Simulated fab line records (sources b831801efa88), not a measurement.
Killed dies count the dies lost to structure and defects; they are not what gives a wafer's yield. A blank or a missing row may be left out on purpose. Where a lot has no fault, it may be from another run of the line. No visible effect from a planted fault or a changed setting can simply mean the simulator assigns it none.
Chamber matching    flow gf180mcu    GF_V1_CVD_02 on pecvd-03 has 3 sister chambers
The step deposits SiO2 from TEOS, target thk 850 nm, time 94.851 s. 6 wafers are shown with their chamber, then 8 later ones without.

== WAFERS WITH THEIR CHAMBER ==
wafer   chamber  heaterPowerW (W)  susceptorTempC (C)
L355.3  0        609               400.04
L356.5  0        625               400.03
L357.1  2        945               400.16
L357.5  2        988               399.99
L357.6  1        707               400.11
L361.1  1        709               400.10

== WAFERS WITHOUT THEIR CHAMBER ==
wafer   heaterPowerW (W)  susceptorTempC (C)
L361.5  501               400.30
L361.6  745               399.99
L362.1  606               399.99
L362.4  636               400.16
L362.6  729               399.92
L363.2  890               399.72
L363.3  722               400.05
L363.6  743               400.27

== EACH ONE'S CHAMBER ==
wafer   from the rows above      in truth
L361.5  0                        0
L361.6  1                        1
L362.1  0                        0
L362.4  can't be placed: 0 or 1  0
L362.6  1                        1
L363.2  2                        2
L363.3  1                        1
L363.6  1                        1
7 of 8 placed correctly. Unplaceable from these rows: 1, with the true chamber sitting among the candidates in 1. Wrongly placed: 0.
How it was worked out, from the rows above alone: a wafer's distance from a chamber is the root of the sum, over the readings, of the square of ((its reading less the chamber's mean) divided by the reading's scatter). The wafer belongs to the nearest chamber; if the next one is less than 2 further off, it can't be placed. A chamber's mean is the mean of its shown wafers. The scatter is the square root of a quotient: the sum, over the shown wafers, of each reading's squared deviation from its chamber's mean, divided by wafers minus chambers.
